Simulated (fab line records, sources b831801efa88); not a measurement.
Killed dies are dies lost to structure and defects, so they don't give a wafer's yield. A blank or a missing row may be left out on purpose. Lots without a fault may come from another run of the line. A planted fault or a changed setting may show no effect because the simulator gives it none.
Split-lot experiment | flow gf180mcu | 5 lots, 23 wafers read, on a route of 602 steps

THE SPLIT
At GF_SAB_DEVELOP_08 (develop time 60 s), the setting develop_time_s was moved away from the recipe's 60 s on 5 of the 23 wafers read, by -11.7% to +9.8%. The other wafers ran this setting at the recipe's value.

The file shows no step between the split and the reading.

THE READING
cd_nm, in nm, at GF_SAB_CD_MEAS_09 (target cd 420 nm). Fault-free wafers of this fab line usually give 420.6 nm, standard deviation 2.5 nm.

wafer  | tool, chamber at the split | develop_time_s as run, s | against the recipe | cd_nm, nm | against lot-mates on the recipe
L074.1 | litho_track-02, 0          | 60                       | recipe             | 420.4     | -
L074.2 | litho_track-02, 0          | 60                       | recipe             | 420.9     | -
L074.3 | litho_track-02, 0          | 60                       | recipe             | 420.1     | -
L074.5 | litho_track-02, 0          | 60                       | recipe             | 420.2     | -
L074.6 | litho_track-02, 0          | 60                       | recipe             | 420.1     | -
L075.2 | litho_track-03, 0          | 60                       | recipe             | 420.0     | -
L075.4 | litho_track-03, 0          | 60                       | recipe             | 419.9     | -
L075.5 | litho_track-03, 0          | 60                       | recipe             | 419.4     | -
L082.2 | litho_track-02, 0          | 60                       | recipe             | 416.6     | -
L082.3 | litho_track-02, 0          | 60                       | recipe             | 416.0     | -
L082.4 | litho_track-02, 0          | 60                       | recipe             | 415.0     | -
L082.5 | litho_track-02, 0          | 60                       | recipe             | 416.3     | -
L082.6 | litho_track-02, 0          | 60                       | recipe             | 415.2     | -
L083.1 | litho_track-03, 0          | 60                       | recipe             | 422.2     | -
L083.2 | litho_track-03, 0          | 65.88                    | +9.8%              | 411.8     | -9.4
L083.3 | litho_track-03, 0          | 65.88                    | +9.8%              | 411.1     | -10.1
L083.4 | litho_track-03, 0          | 60                       | recipe             | 421.1     | -
L083.5 | litho_track-03, 0          | 60                       | recipe             | 420.2     | -
L085.1 | litho_track-01, 0          | 60                       | recipe             | 423.0     | -
L085.2 | litho_track-01, 0          | 52.97                    | -11.7%             | 438.2     | +15.1
L085.3 | litho_track-01, 0          | 60                       | recipe             | 423.2     | -
L085.5 | litho_track-01, 0          | 52.97                    | -11.7%             | 438.0     | +14.9
L085.6 | litho_track-01, 0          | 52.97                    | -11.7%             | 437.3     | +14.2

THE FIT
A straight line over all 23 wafers: cd_nm changes by -1.31 nm for each +1% of develop_time_s; r = -0.93; the points scatter about the line by 2.8 nm.
The same after taking each lot's own level away (the mean of its wafers on the recipe; 23 wafers): -1.17 nm for each +1%; r = -0.99; scatter 0.78 nm.
On that fit, the largest move of develop_time_s shifts the reading by 14 nm.
The lots' own levels span 415.82 to 423.10 nm, that is 2.9 times the standard deviation above.
So the lot-to-lot level changes the slope: the two fits differ.
Check: with one of the wafers moved furthest among these (-11.7%) left out of the fit, the line predicts +13.6 nm for it against its lot-mates. It came out at +15.1 nm against them.

OTHER SPLITS ON THESE WAFERS
These wafers also went through other splits before the reading. Each is held against what the fit with the lots' levels taken away leaves over:
other split on the same wafers | wafers away from the commonest value | r with cd_nm (lot level and that fit taken away)
GF_PSD_IMPLANT_09 energy_kev   | 6                                    | -0.08
GF_SAB_CVD_00 time_s           | 5                                    | -0.18

THE WHOLE CHAIN: every reading that the file lists as answering this split, in the file's order
step              | what it does                                              | reading                                                    | change (the file's fit)              | r (the file's)
GF_SAB_CD_MEAS_09 | target cd 420 nm                                          | cd_nm                                                      | -1.15 nm for each +1% of the setting | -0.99
GF_SAB_ETCH_11    | etches SiO2 in C4F8/O2/Ar, target depth 55 nm, time 8.5 s | SAB.cd_nm (the simulator's own value, which no gauge read) | -1.12 nm for each +1% of the setting | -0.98

THE FILE'S OWN FIT
cd_nm changes by -1.15 nm for each +1% of develop_time_s, r = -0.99.
